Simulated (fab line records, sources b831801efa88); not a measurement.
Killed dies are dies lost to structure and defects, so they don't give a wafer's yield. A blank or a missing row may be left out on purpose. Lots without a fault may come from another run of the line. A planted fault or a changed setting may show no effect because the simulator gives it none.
A struck lot beside a sound one | flow sky130 | 23 steps out of a route of 708
Sound: wafers L850.3, L850.5, L850.6. Struck: wafer L859.2. (L859.6 of the same lot was not struck and is left out.) The cause comes at the end.
At each step with rows: each side's tool, then ch and its chambers, then its first start. Under that, the readings that differ: sound wafers | struck wafers | difference of the means | sigmas: that difference in standard deviations of wafers without a fault.
alike: readings whose means differ by less than 2 such deviations, and words and numbers that are the same on both sides. not compared: withheld readings, readings that some wafer has no value for, bounds like >300 that may hide the same value, and numbers for which the record gives no deviation and whose values overlap.
The two part at a step that has a row with sigmas, a row that says differs or no value, or rows on one side only. Numbers that don't overlap but have no deviation are shown without sigmas and don't part them. A reading that every wafer of one side lacks parts them only if that side has two wafers or more.

first, 8 steps without rows for these wafers: SKY_RES_XHIGH_DEHYDRATE_00 (time 60 s); SKY_RES_XHIGH_HMDS_01 (prime time 60 s); SKY_RES_XHIGH_COAT_02 (resist thk 1140 nm); SKY_RES_XHIGH_SOFTBAKE_03 (time 60 s); SKY_RES_XHIGH_EXPOSE_04 (exposes mask URPM, target cd 1270 nm); SKY_RES_XHIGH_PEB_05; SKY_RES_XHIGH_DEVELOP_06 (develop time 60 s); SKY_RES_XHIGH_IMPLANT_07.
SKY_RES_XHIGH_STRIP_08: strips in O2/N2.
  sound on plasma_asher-01 ch 0,1, day 28 20:10; struck on plasma_asher-01 ch 0, day 31 15:37
  reading                | sound | struck | difference                   | sigmas
  rf_hours_counter_h (h) | - - - | 95     | no value on the sound wafers |
  alike: drypump_motor_current_A, oes_product_au, strip_time_to_endpoint_s
SKY_RES_XHIGH_TW_MEAS_09:
  sound on film_metro-01, day 28 20:16; struck on film_metro-02, day 31 15:43
  alike: RES_XHIGH_TW
then, 2 steps without rows for these wafers: SKY_SD_N_DEHYDRATE_00 (time 60 s); SKY_SD_N_HMDS_01 (prime time 60 s).
SKY_SD_N_COAT_02: resist thk 1140 nm.
  sound on litho_track-02 ch 0, day 29 09:41; struck on litho_track-03 ch 0, day 32 04:02
  reading                                   | sound          | struck | difference | sigmas
  model.NOVOLAK_of_SD_N_COAT_02.thk_nm (nm) | 1140 1138 1136 | 792.1  | -345.9     |
  alike: exhaust_pa
then, 3 steps without rows for these wafers: SKY_SD_N_SOFTBAKE_03 (time 60 s); SKY_SD_N_EXPOSE_04 (exposes mask NSDM, target cd 380 nm); SKY_SD_N_PEB_05.
SKY_SD_N_DEVELOP_06: develop time 60 s.
  sound on litho_track-01 ch 0, day 30 00:15; struck on litho_track-03 ch 0, day 32 18:29
  reading                                   | sound          | struck | difference | sigmas
  model.NOVOLAK_of_SD_N_COAT_02.thk_nm (nm) | 1139 1138 1135 | 791.7  | -345.6     |
  alike: exhaust_pa
SKY_SD_N_CD_MEAS_07: target cd 380 nm.
  sound on cd_sem-02, day 30 00:23; struck on cd_sem-02, day 32 18:38
  reading    | sound             | struck | difference | sigmas
  cd_nm (nm) | 380.3 381.3 382.1 | 413.7  | +32.5      | +12
SKY_SD_N_OVL_MEAS_08:
  sound on overlay-01, day 30 00:29; struck on overlay-01, day 32 18:44
  alike: SD_N_OVL
then, 2 steps without rows for these wafers: SKY_SD_N_IMPLANT_09; SKY_SD_N_IMPLANT_10.
SKY_SD_N_STRIP_11: strips in O2/N2.
  sound on plasma_asher-01 ch 0,1, day 30 00:50; struck on plasma_asher-01 ch 0, day 32 19:04
  reading                      | sound             | struck | difference                   | sigmas
  oes_product_au (a.u.)        | 0.518 0.532 0.527 | 0.492  | -0.034                       | -8
  rf_hours_counter_h (h)       | - - -             | 98     | no value on the sound wafers |
  strip_time_to_endpoint_s (s) | 22.55 22.55 22.50 | 18.59  | -3.94                        | -99
  alike: drypump_motor_current_A
SKY_SD_N_TW_MEAS_12:
  sound on film_metro-02, day 30 00:56; struck on film_metro-02, day 32 19:11
  alike: SD_N_TW

WHERE THEY PART
First at SKY_RES_XHIGH_STRIP_08; last, within this record, at SKY_SD_N_STRIP_11. Later steps at which nothing parts them and some readings are alike: SKY_SD_N_TW_MEAS_12.

WHY: what the simulator had put in
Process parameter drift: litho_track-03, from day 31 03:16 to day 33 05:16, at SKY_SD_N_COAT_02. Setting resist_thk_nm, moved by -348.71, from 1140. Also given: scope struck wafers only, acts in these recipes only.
